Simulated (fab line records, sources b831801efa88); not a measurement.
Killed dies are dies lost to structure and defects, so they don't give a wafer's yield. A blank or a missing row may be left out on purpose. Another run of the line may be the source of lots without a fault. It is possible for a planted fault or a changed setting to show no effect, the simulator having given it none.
fab line records	flow gf180mcu
record lots=14	wafers=42	last_day=34
route steps=602 shown NSD@245
lots that met no fault: taken from a fault-free run of the same line
start_h: the number of hours between the record's first day and the start of the first shown wafer of the lot	wait_h: how many hours have passed since the lot's step before this one	" unchanged from the row above	L1.1+2: several wafers, shown together as one row	- either no value or no given start	* or withheld: withheld	< > ~ a bound
route shown NAME@n: NAME is a module with steps in the file, n the number in the route of the first one	usual: mean/standard deviation taken from wafers without a fault	same: alike in all rows	chamber/n: place in a boat	sites: the reading at each site	_std_site: the values' standard deviation	_edge_site: outer sites' mean less inner sites'	radius_mm: for every site, how far away it sits from the centre of the wafer	mask NAME#n: copy n	behind: the most recent tool/chamber to have shaped the wafer	hold: cause of the lot's hold/its duration in hours/its outcome	device: the transistor (n, p or np) that didn't switch	end of line: tests of these same wafers at the route's end	a step given without rows: its recipe and nothing more	killed: not the wafer's yield, but the dies lost to structure and defects at the first sort	map: a wafer's dies, x killed, . not, _ none there
set.NAME: the run value of the setting; set.NAME@STEP: its run value at that earlier step	model.NAME: the simulator's own value behind a step, which no gauge read
one table for each step of the route and one row for each wafer, over a sample of lots
services: the hour from which a tool's chamber was out of use, counted from the record's first day as start_h (under 0 if before that day), plus the number of hours and why
## steps
# step GF_NSD_IMPLANT_10
# recipe species=P	energy_kev=40	dose_cm2=5e+14	tilt_deg=7
# usual beam_on_s=9.99/0.19	end_station_pressure_torr=7.3e-06/3.5e-07	faraday_current_uA=2792/52
lot.wafer	tool	chamber	start_h	wait_h	beam_on_s	end_station_pressure_torr	faraday_current_uA
L910.2	implanter-01	0	305.84	0.1	9.84	6.8e-06	2844
L910.3	"	0	"	"	9.96	7.3e-06	2805
L910.4	"	0	"	"	10.03	7.1e-06	2797
L912.1	implanter-02	0	320.02	0.1	9.86	7.2e-06	2828
L912.2	"	0	"	"	10.06	7e-06	2775
L912.5	"	0	"	"	9.79	8.1e-06	2850
L913.1	implanter-04	0	327.77	0.1	10.11	7.4e-06	2767
L913.4	"	0	"	"	10.09	7.4e-06	2763
L913.5	"	0	"	"	9.95	7e-06	2794
L914.1	implanter-01	0	336.91	0.1	9.82	7.5e-06	2832
L914.2	"	0	"	"	9.96	7.8e-06	2802
L914.5	"	0	"	"	9.86	7.2e-06	2824
L915.1	implanter-04	0	346.37	0.1	9.88	6.8e-06	2802
L915.2	"	0	"	"	9.89	7e-06	2830
L915.6	"	0	"	"	9.93	6.8e-06	2809
L918.1	implanter-04	0	373.39	0.1	10.00	7.1e-06	2782
L918.3	"	0	"	"	10.06	7.7e-06	2783
L918.5	"	0	"	"	9.61	6.9e-06	2900
L920.3	implanter-02	0	389.19	0.1	9.98	7.3e-06	2804
L920.5	"	0	"	"	10.19	7.7e-06	2732
L920.6	"	0	"	"	10.14	7.5e-06	2764
L921.4	implanter-02	0	394.64	0.1	9.88	7e-06	2821
L921.5	"	0	"	"	10.03	6.8e-06	2786
L921.6	"	0	"	"	9.96	7.4e-06	2803
L922.1	implanter-01	0	409.64	0.1	9.94	8.1e-06	2816
L922.3	"	0	"	"	9.98	7.2e-06	2807
L922.6	"	0	"	"	9.76	6.7e-06	2843
L924.2	implanter-04	0	423.07	0.1	9.75	7.4e-06	2856
L924.4	"	0	"	"	10.25	6.6e-06	2707
L924.5	"	0	"	"	9.79	7.5e-06	2831
L925.2	implanter-01	0	430.09	0.1	9.97	7.5e-06	2781
L925.3	"	0	"	"	10.13	7.3e-06	2745
L925.4	"	0	"	"	9.92	6.9e-06	2813
L929.2	implanter-01	0	460.77	0.1	9.88	6.9e-06	2817
L929.5	"	0	"	"	9.75	7.1e-06	2864
L929.6	"	0	"	"	10.38	7.4e-06	2697
L931.3	implanter-01	0	480.64	0.1	7.40	7.7e-06	3763
L931.4	"	0	"	"	7.84	7.1e-06	3555
L931.6	"	0	"	"	7.86	7.4e-06	3534
L932.1	implanter-01	0	489.51	0.1	7.75	7.5e-06	3576
L932.2	"	0	"	"	7.79	7.7e-06	3584
L932.5	"	0	"	"	7.58	7e-06	3699
# step GF_NSD_STRIP_11
# recipe chemistry=O2/N2	power_w=1400	pressure_mtorr=1500	platen_temp_c=250	o2_flow_sccm=3000	n2_flow_sccm=300	overash_fraction=0.5
# usual drypump_motor_current_A=5.73/0.26	heater_power_w=330/34	oes_product_au=0.488/0.0044	strip_time_to_endpoint_s=22.85/0.035
lot.wafer	tool	chamber	start_h	wait_h	drypump_motor_current_A	heater_power_w	oes_product_au	rf_hours_counter_h	strip_time_to_endpoint_s
L910.2	plasma_asher-04	0	305.97	0.1	5.68	306	0.490	67	22.84
L910.3	"	1	"	"	5.27	274	0.483	-	22.86
L910.4	"	0	"	"	5.68	311	0.497	-	22.86
L912.1	plasma_asher-01	0	320.17	0.1	5.65	292	0.488	67	22.86
L912.2	"	1	"	"	5.46	375	0.491	67	22.83
L912.5	"	1	"	"	5.47	371	0.490	-	22.83
L913.1	plasma_asher-04	1	327.92	0.1	5.25	284	0.494	69	22.83
L913.4	"	0	"	"	5.67	314	0.487	-	22.77
L913.5	"	0	"	"	5.67	312	0.498	-	22.83
L914.1	plasma_asher-02	0	337.06	0.1	5.92	325	0.487	22	22.82
L914.2	"	1	"	"	6.05	354	0.491	22	22.84
L914.5	"	0	"	"	5.94	324	0.488	-	22.80
L915.1	plasma_asher-02	1	346.52	0.1	6.04	367	0.485	23	22.82
L915.2	"	0	"	"	5.94	327	0.497	23	22.83
L915.6	"	0	"	"	5.94	325	0.488	-	22.85
L918.1	plasma_asher-04	0	373.54	0.1	5.66	312	0.482	74	22.78
L918.3	"	1	"	"	5.26	277	0.490	-	22.83
L918.5	"	1	"	"	5.23	285	0.490	-	22.86
L920.3	plasma_asher-02	0	389.33	0.1	5.93	327	0.488	-	22.86
L920.5	"	1	"	"	6.01	374	0.481	-	22.84
L920.6	"	0	"	"	5.91	328	0.484	-	22.83
L921.4	plasma_asher-04	0	394.75	0.1	5.68	308	0.492	-	22.86
L921.5	"	1	"	"	5.25	278	0.488	-	22.86
L921.6	"	0	"	"	5.67	307	0.483	-	22.83
L922.1	plasma_asher-02	0	409.79	0.1	5.94	326	0.491	30	22.81
L922.3	"	1	"	"	6.01	369	0.489	-	22.83
L922.6	"	0	"	"	5.92	313	0.485	-	22.84
L924.2	plasma_asher-01	0	423.19	0.1	5.62	294	0.483	77	22.91
L924.4	"	1	"	"	5.51	378	0.486	-	22.87
L924.5	"	0	"	"	5.63	295	0.486	-	22.87
L925.2	plasma_asher-02	1	430.21	0.1	6.04	370	0.487	32	22.86
L925.3	"	1	"	"	6.02	364	0.490	-	22.78
L925.4	"	0	"	"	5.93	324	0.493	-	22.86
L929.2	plasma_asher-02	1	460.89	0.1	6.02	371	0.488	34	22.81
L929.5	"	0	"	"	5.94	334	0.492	-	22.86
L929.6	"	1	"	"	6.02	376	0.490	-	22.84
L931.3	plasma_asher-01	0	480.78	0.1	5.64	297	0.489	-	22.76
L931.4	"	1	"	"	5.51	370	0.484	-	22.74
L931.6	"	0	"	"	5.64	295	0.493	-	22.76
L932.1	plasma_asher-02	0	489.66	0.1	5.90	321	0.488	37	22.68
L932.2	"	1	"	"	6.04	362	0.483	37	22.70
L932.5	"	0	"	"	5.92	320	0.482	-	22.72
# step GF_PSD_RS_MEAS_14
# recipe thk_meas_gauge=four-point-probe
# usual NSD_RS=46.25/0.086
lot.wafer	tool	chamber	start_h	wait_h	hold	NSD_RS[ohm/sq]
L910.2	film_metro-02	-	327.73	0.1	-	46.18
L910.3	"	-	"	"	-	46.18
L910.4	"	-	"	"	-	46.26
L912.1	film_metro-02	-	341.85	0.1	-	46.36
L912.2	"	-	"	"	-	46.26
L912.5	"	-	"	"	-	46.24
L913.1	film_metro-03	-	350.09	0.1	-	46.33
L913.4	"	-	"	"	-	46.31
L913.5	"	-	"	"	-	46.10
L914.1	film_metro-03	-	359.30	0.1	-	46.33
L914.2	"	-	"	"	-	46.30
L914.5	"	-	"	"	-	46.28
L915.1	film_metro-02	-	368.96	0.1	-	46.33
L915.2	"	-	"	"	-	46.19
L915.6	"	-	"	"	-	46.33
L918.1	film_metro-02	-	396.56	0.1	-	46.26
L918.3	"	-	"	"	-	46.32
L918.5	"	-	"	"	-	46.16
L920.3	film_metro-03	-	412.63	0.1	-	46.29
L920.5	"	-	"	"	-	46.22
L920.6	"	-	"	"	-	46.30
L921.4	film_metro-04	-	418.02	0.1	-	46.21
L921.5	"	-	"	"	-	46.09
L921.6	"	-	"	"	-	46.19
L922.1	film_metro-03	-	434.63	0.1	-	46.38
L922.3	"	-	"	"	-	46.32
L922.6	"	-	"	"	-	46.40
L924.2	film_metro-02	-	448.13	0.1	-	46.29
L924.4	"	-	"	"	-	46.34
L924.5	"	-	"	"	-	46.25
L925.2	film_metro-03	-	455.42	0.1	-	46.12
L925.3	"	-	"	"	-	46.25
L925.4	"	-	"	"	-	46.19
L929.2	film_metro-04	-	485.02	0.1	-	46.23
L929.5	"	-	"	"	-	46.41
L929.6	"	-	"	"	-	46.20
L931.3	film_metro-02	-	504.74	0.1	await_dispo/0.2h/release	47.64
L931.4	"	-	"	"	await_dispo/0.2h/release	47.69
L931.6	"	-	"	"	await_dispo/0.2h/release	47.74
L931.3	film_metro-02	-	505.03	0.3	-	47.64
L931.4	"	-	"	"	-	47.74
L931.6	"	-	"	"	-	47.59
L932.1	film_metro-04	-	513.68	0.1	await_dispo/0.2h/release	47.65
L932.2	"	-	"	"	await_dispo/0.2h/release	47.72
L932.5	"	-	"	"	await_dispo/0.2h/release	47.52
L932.1	film_metro-04	-	514.08	0.4	-	47.74
L932.2	"	-	"	"	-	47.68
L932.5	"	-	"	"	-	47.66
## services
tool	chamber	start_h	hours	kind
implanter-04	-	302.57	6.9	repair
plasma_asher-02	-	314.92	15.1	repair
plasma_asher-01	-	327.32	5.5	repair
implanter-02	-	359.32	1.4	repair
plasma_asher-04	-	380.97	0.8	repair
implanter-04	-	383.94	1.1	repair
plasma_asher-04	-	421.31	9.0	pm
plasma_asher-04	0	421.31	9.0	vent_cycle
plasma_asher-04	1	421.31	9.0	vent_cycle
plasma_asher-04	0	430.31	-	clean
plasma_asher-04	1	430.31	-	clean
plasma_asher-02	-	435.81	10.1	repair
implanter-02	-	457.25	2.5	pm
## key
first_sign step=GF_NSD_IMPLANT_10	reading=faraday_current_uA	direction=up	sigmas=16	usual=2792	struck=3618
effect step=GF_NSD_IMPLANT_10	reading=beam_on_s	direction=down	sigmas=12	usual=9.99	struck=7.70
effect step=GF_NSD_STRIP_11	reading=strip_time_to_endpoint_s	direction=down	sigmas=3.5	usual=*	struck=*
effect step=GF_PSD_RS_MEAS_14	reading=visit	direction=added
effect step=GF_PSD_RS_MEAS_14	reading=NSD_RS	direction=up	sigmas=16	usual=46.25	struck=47.66
met_at GF_NSD_IMPLANT_10
struck_lots L931,L932
tester_left_out L931,L932
onset_between 460.77 480.64
fault kind=process_parameter_drift	tool=implanter-01	chamber=-	onset_h=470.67	steps=GF_NSD_IMPLANT_10	channel=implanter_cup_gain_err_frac	offset=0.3	shape=step	end_h=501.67
# tester_left_out: of these lots the tester's yield and bins aren't shown, on N5 and GAA mostly nor the transistor test; their killed dies are dies lost to structure and defects alone, not to doping, threshold or leakage, so they don't give the yield
